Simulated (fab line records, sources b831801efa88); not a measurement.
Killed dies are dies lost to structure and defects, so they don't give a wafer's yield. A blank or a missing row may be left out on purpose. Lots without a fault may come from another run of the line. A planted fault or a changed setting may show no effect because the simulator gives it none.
Which tool did it? | flow sky130 | 12 lots, 36 wafers sampled, at 1 step of a route of 708

WHAT THE GAUGES READ, wafer by wafer
SKY_VT_ADJUST_HVTP_CD_MEAS_07: target cd 380 nm.
lot  | measured     | on        | cd_nm (nm)
L075 | day 6 10:55  | cd_sem-02 | 376.4 377.4 376.0
L077 | day 6 19:35  | cd_sem-01 | 381.4 380.6 384.8
L079 | day 7 08:58  | cd_sem-02 | 381.9 382.4 384.3
L081 | day 7 21:44  | cd_sem-01 | 380.6 380.5 380.0
L083 | day 8 10:33  | cd_sem-01 | 378.3 377.9 376.9
L085 | day 8 22:49  | cd_sem-02 | 380.1 381.0 380.7
L087 | day 9 10:13  | cd_sem-02 | 379.6 379.5 378.5
L089 | day 10 02:41 | cd_sem-02 | 380.1 376.5 376.4
L091 | day 10 14:41 | cd_sem-01 | 382.5 379.9 378.3
L093 | day 11 04:35 | cd_sem-02 | 379.3 380.6 380.2
L095 | day 11 13:35 | cd_sem-02 | 379.4 379.6 378.9
L097 | day 12 03:43 | cd_sem-01 | 376.2 374.4 376.6

WHICH TOOL RAN EACH LOT (tool, then ch and the chambers of the sampled wafers, then the start)
The record holds no process step before these readings.

THE ANSWER, worked out from the rows above alone
Rule: what is usual is taken from the lots themselves. Put in order of their means at a reading, lots are off if they are a third of the lots or fewer, leave a main group of 4 or more, and stand apart from it by a gap of 3 or more times the standard deviation of the main group's means; of several such gaps the widest counts. A main group whose means are all the same, to the digits that the tables above print for the reading, isn't used. A lot without any number at a reading at which 4 lots or more have one is off too. The other lots that the step has rows for count as sound.
No lot is off at any reading shown: from this, nothing can be told.

WHAT THE SIMULATOR HAD PUT IN
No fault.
